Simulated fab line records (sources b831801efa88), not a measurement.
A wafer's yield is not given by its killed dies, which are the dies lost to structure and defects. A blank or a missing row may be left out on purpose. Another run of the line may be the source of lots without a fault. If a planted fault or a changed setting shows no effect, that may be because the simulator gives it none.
What tool caused it? ; flow gf180mcu ; 18 wafers from 6 lots sampled at 2 of the route's 602 steps

## WHAT THE GAUGES READ, wafer by wafer
GF_VT_IMPLANT_TW_MEAS_43.
lot;measured;on;VT_IMPLANT_4_TW
L505;day 8 20:53;film_metro-04;689 689 687
L506;day 8 22:44;film_metro-01;697 703 700
L507;day 9 10:44;film_metro-04;688 686 691
L511;day 10 01:47;film_metro-02;698 702 696
L519;day 12 03:39;film_metro-04;686 690 688
L523;day 13 06:53;film_metro-02;702 698 700

## WHAT TOOL EACH LOT RAN ON (gives the tool, then ch and the chambers of the sampled wafers, and finally the start)
lot;GF_VT_IMPLANT_IMPLANT_41
L505;implanter-01 ch 0, day 8 20:38
L506;implanter-03 ch 0, day 8 22:29
L507;implanter-01 ch 0, day 9 10:30
L511;implanter-04 ch 0, day 10 01:32
L519;implanter-04 ch 0, day 12 03:26
L523;implanter-03 ch 0, day 13 06:40
- GF_VT_IMPLANT_IMPLANT_41

## THE ANSWER, worked out from the rows above alone
Rule: what is usual is taken from the lots themselves. The widest of any qualifying gaps counts: lots, ordered by their means at a reading, are off when they make up no more than a third of the lots, leave a main group of 4 or more, and stand apart from it by 3 or more times the standard deviation of that group's means. If all means in a main group match to the digits the tables above print for the reading, that group is not used. Also off: a lot with no number at a reading for which 4 or more lots have one. The other lots that the step has rows for count as sound.
No lot is off at any reading shown: from this, nothing can be told.

## WHAT THE SIMULATOR HAD PUT IN
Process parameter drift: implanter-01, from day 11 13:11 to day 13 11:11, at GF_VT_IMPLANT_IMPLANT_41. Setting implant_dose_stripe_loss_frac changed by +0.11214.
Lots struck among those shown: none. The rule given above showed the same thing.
